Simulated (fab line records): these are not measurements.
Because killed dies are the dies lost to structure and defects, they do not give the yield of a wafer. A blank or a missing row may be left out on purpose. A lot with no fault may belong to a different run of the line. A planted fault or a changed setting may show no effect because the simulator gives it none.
Chamber matching || flow sky130 || SKY_VIA2_ETCH_15 on rie diel-01 has 4 sister chambers
The step etches SiO2 in C4F8/O2/Ar, stops on TiN, target depth 546 nm, time 84 s. 14 wafers are shown with their chamber, then 7 later ones without.

## WAFERS PAIRED WITH THEIR CHAMBERS
{"wafer": "L552.2", "chamber": 3, "bias w (W)": 1196, "oes product au (a.u.)": 0.940}
{"wafer": "L552.3", "chamber": 1, "bias w (W)": 1204, "oes product au (a.u.)": 0.946}
{"wafer": "L552.6", "chamber": 0, "bias w (W)": 1204, "oes product au (a.u.)": 0.932}
{"wafer": "L554.1", "chamber": 2, "bias w (W)": 1205, "oes product au (a.u.)": 0.934}
{"wafer": "L554.2", "chamber": 1, "bias w (W)": 1203, "oes product au (a.u.)": 0.939}
{"wafer": "L554.4", "chamber": 0, "bias w (W)": 1201, "oes product au (a.u.)": 0.940}
{"wafer": "L555.3", "chamber": 3, "bias w (W)": 1199, "oes product au (a.u.)": 0.936}
{"wafer": "L555.4", "chamber": 2, "bias w (W)": 1199, "oes product au (a.u.)": 0.947}
{"wafer": "L555.5", "chamber": 2, "bias w (W)": 1198, "oes product au (a.u.)": 0.932}
{"wafer": "L557.2", "chamber": 1, "bias w (W)": 1200, "oes product au (a.u.)": 0.946}
{"wafer": "L557.5", "chamber": 2, "bias w (W)": 1198, "oes product au (a.u.)": 0.930}
{"wafer": "L557.6", "chamber": 1, "bias w (W)": 1201, "oes product au (a.u.)": 0.933}
{"wafer": "L558.3", "chamber": 3, "bias w (W)": 1200, "oes product au (a.u.)": 0.941}
{"wafer": "L558.4", "chamber": 0, "bias w (W)": 1201, "oes product au (a.u.)": 0.939}

SIGNATURES (averages over the wafers above)
{"reading": "bias w", "chamber 0": 1202.00, "chamber 1": 1202.00, "chamber 2": 1200.00, "chamber 3": 1198.33, "scatter within a chamber": 2.42}
{"reading": "oes product au", "chamber 0": 0.93700, "chamber 1": 0.94100, "chamber 2": 0.93575, "chamber 3": 0.93900, "scatter within a chamber": 0.00589}
Rule: for a wafer and a chamber, the distance is found by dividing, reading by reading, the gap between the wafer's reading and the chamber's mean by the reading's scatter, squaring, summing and taking the root. The wafer belongs to the nearest chamber; if the next one is less than 2 further off, it can't be placed. How the scatter is found: for the shown wafers, subtract from each reading the mean of its chamber, square and add these, divide the total by (wafers less chambers), then take the root.

## WAFERS WHOSE CHAMBER IS MISSING
{"wafer": "L558.6", "bias w (W)": 1198, "oes product au (a.u.)": 0.944}
{"wafer": "L566.1", "bias w (W)": 1201, "oes product au (a.u.)": 0.930}
{"wafer": "L566.5", "bias w (W)": 1200, "oes product au (a.u.)": 0.940}
{"wafer": "L566.6", "bias w (W)": 1203, "oes product au (a.u.)": 0.938}
{"wafer": "L568.1", "bias w (W)": 1196, "oes product au (a.u.)": 0.937}
{"wafer": "L568.2", "bias w (W)": 1203, "oes product au (a.u.)": 0.946}
{"wafer": "L568.6", "bias w (W)": 1199, "oes product au (a.u.)": 0.947}

## THE CHAMBER EACH PASSED THROUGH
{"wafer": "L558.6", "from the rows above": "can't be placed: 3 or 2 or 1 or 0", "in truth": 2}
{"wafer": "L566.1", "from the rows above": "can't be placed: 2 or 0 or 3 or 1", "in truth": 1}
{"wafer": "L566.5", "from the rows above": "can't be placed: 3 or 2 or 1 or 0", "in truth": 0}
{"wafer": "L566.6", "from the rows above": "can't be placed: 0 or 1 or 2 or 3", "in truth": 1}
{"wafer": "L568.1", "from the rows above": "can't be placed: 3 or 2 or 0 or 1", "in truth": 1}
{"wafer": "L568.2", "from the rows above": "can't be placed: 1 or 0 or 2 or 3", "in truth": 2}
{"wafer": "L568.6", "from the rows above": "can't be placed: 3 or 1 or 2 or 0", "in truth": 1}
Placed correctly: 0 of 7. Can't be placed from these rows: 7 (the true chamber is among the candidates in 7). Number placed wrongly: 0.
